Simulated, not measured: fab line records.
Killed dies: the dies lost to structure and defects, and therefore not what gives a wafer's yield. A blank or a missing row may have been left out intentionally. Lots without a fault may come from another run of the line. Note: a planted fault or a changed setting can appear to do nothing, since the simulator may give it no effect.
Struck lot and sound lot, side by side    flow sky130    18 out of 708 route steps
Sound: these wafers, L431.2, L431.3, L431.4. Struck: wafer L437.5 (L437.3, L437.4, from the same lot, were not struck and are left out); the cause is given at the end.
Each step with rows lists, per side, the tool, then ch with its chambers, then its first start. Under that, the readings that differ: sound wafers    struck wafers    difference of the means    sigmas: that difference in standard deviations of wafers without a fault.
alike: readings whose means differ by less than 2 such deviations, and words and numbers that are the same on both sides. not compared: withheld readings, readings that some wafer has no value for, bounds like >300 that may hide the same value, and numbers for which the record gives no deviation and whose values overlap.
A row with sigmas, a row that says differs or no value, or rows on one side alone: a step with any of these is where the two part. When numbers do not overlap yet have no deviation, they are printed without sigmas and do not part them. A reading that every wafer of one side lacks parts them only if that side has two wafers or more.

first, 1 step without rows for these wafers: SKY_FIELD_ISO_DEVELOP_12 (develop time 60 s).
SKY_FIELD_ISO_CD_MEAS_13 targets a cd of 150 nm.
  sound: cd_sem-02 at day 2 20:15; struck: cd_sem-01 at day 4 03:12
  alike: cd_nm
SKY_FIELD_ISO_ETCH_14: etches BARC in N2/H2, stops on SiO2, time 45.9 s, target depth 60 nm.
  sound on rie_diel-02 ch 0,1,2, day 2 20:21; struck on rie_diel-04 ch 2, day 4 03:17
  alike: drypump_motor_current_A, oes_product_au, throttle_valve_pct
  not compared: rf_hours_counter_h
SKY_FIELD_ISO_ETCH_15: etches the open film in CHF3/O2, stops on Si, target depth 180 nm, time 72 s.
  sound on rie_diel-02 ch 0,1,2, day 2 20:24; struck on rie_diel-04 ch 2, day 4 03:19
  alike: drypump_motor_current_A, oes_product_au, throttle_valve_pct
  not compared: rf_hours_counter_h
SKY_FIELD_ISO_STRIP_16: strips in O2/N2.
  sound on plasma_asher-04 ch 0,1, day 2 20:27; struck on plasma_asher-01 ch 1, day 4 03:25
  alike: drypump_motor_current_A, oes_product_au, strip_time_to_endpoint_s
  not compared: rf_hours_counter_h
SKY_FIELD_ISO_ETCH_17: etches Si in HBr/Cl2/O2, target depth 342 nm, time 97.7 s.
  sound on rie_si-02 ch 0,1,3, day 2 20:33; struck on rie_si-01 ch 2, day 4 03:28
  alike: drypump_motor_current_A, mfc_cl2_sccm, oes_product_au, throttle_valve_pct
  not compared: rf_hours_counter_h
then, 5 steps without rows for these wafers: SKY_FIELD_ISO_WET_ETCH_18 (etches Si3N4 in H3PO4, target depth 25 nm, time 286 s); SKY_FIELD_ISO_CLEAN_19 (cleans in SC1/SC2, time 143.6 s); SKY_FIELD_ISO_CLEAN_20 (cleans in dHF, time 20 s); SKY_FIELD_ISO_WET_ETCH_21 (etches SiO2 in dHF, target depth 20 nm, time 400 s); SKY_FIELD_ISO_OXIDATION_22 (stabilise 600 s, purge 300 s, target thk 10 nm).
SKY_FIELD_ISO_THK_MEAS_23:
  sound: film_metro-03 at day 2 22:05; struck: film_metro-02 at day 4 06:28
  alike: FIELD_ISO_OXIDATION_01_THK
SKY_FIELD_ISO_CVD_24: deposits SiO2, target thk 595 nm, time 99.2 s.
  sound on hdpcvd-02 ch 0,2, day 2 22:08; struck on hdpcvd-01 ch 2, day 4 06:31
reading                                     sound              struck  difference  sigmas
model.SiO2_of_FIELD_ISO_CVD_24.thk_nm (nm)  584.8 596.7 586.8  782.4   +193.0      
  alike: sih4_flow_sccm
SKY_FIELD_ISO_THK_MEAS_25:
  sound: film_metro-03 at day 2 22:13; struck: film_metro-04 at day 4 06:36
reading                    sound        struck  difference  sigmas
FIELD_ISO_CVD_24_THK (nm)  585 596 587  782     +193        +31
then, 1 step without rows for these wafers: SKY_FIELD_ISO_ANNEAL_26 (time 1800 s).
SKY_FIELD_ISO_CMP_27: polishes, stops on Si3N4, t overpolish 16 s, target thk 457.8 nm.
  sound on cmp-02 ch 1,2,3, day 3 01:05; struck on cmp-01 ch 1, day 4 09:16
reading                 sound        struck  difference  sigmas
time_to_endpoint_s (s)  109 112 114  146     +34         +8
  alike: motor_current_A
then, 1 step without rows for these wafers: SKY_FIELD_ISO_WET_ETCH_28 (etches SiO2 in dHF, target depth 23.7 nm, time 47 s).
-- here the record skips 44 days between the struck wafers' starts before and after, leaving off in module FIELD_ISO and picking up in module PAD_OPEN (first step shown: number 708 of the route) --
SKY_PAD_OPEN_PROBE_99:
  sound: prober-01 at day 46 11:21; struck: prober-01 at day 47 23:24
reading             sound     struck  difference  sigmas
killed_at_M0_to_M3  33 30 41  56      +21         +3
killed_dies         80 59 78  95      +23         +2
killed_short        34 28 30  47      +16         +3
  alike: killed_at_M4_up, killed_at_contacts, killed_at_front_end, killed_at_other, killed_on_rim, killed_open

== WHERE THEY PART ==
First at SKY_FIELD_ISO_THK_MEAS_25; last, within this record, at SKY_PAD_OPEN_PROBE_99.

WHY: whatever the simulator had introduced
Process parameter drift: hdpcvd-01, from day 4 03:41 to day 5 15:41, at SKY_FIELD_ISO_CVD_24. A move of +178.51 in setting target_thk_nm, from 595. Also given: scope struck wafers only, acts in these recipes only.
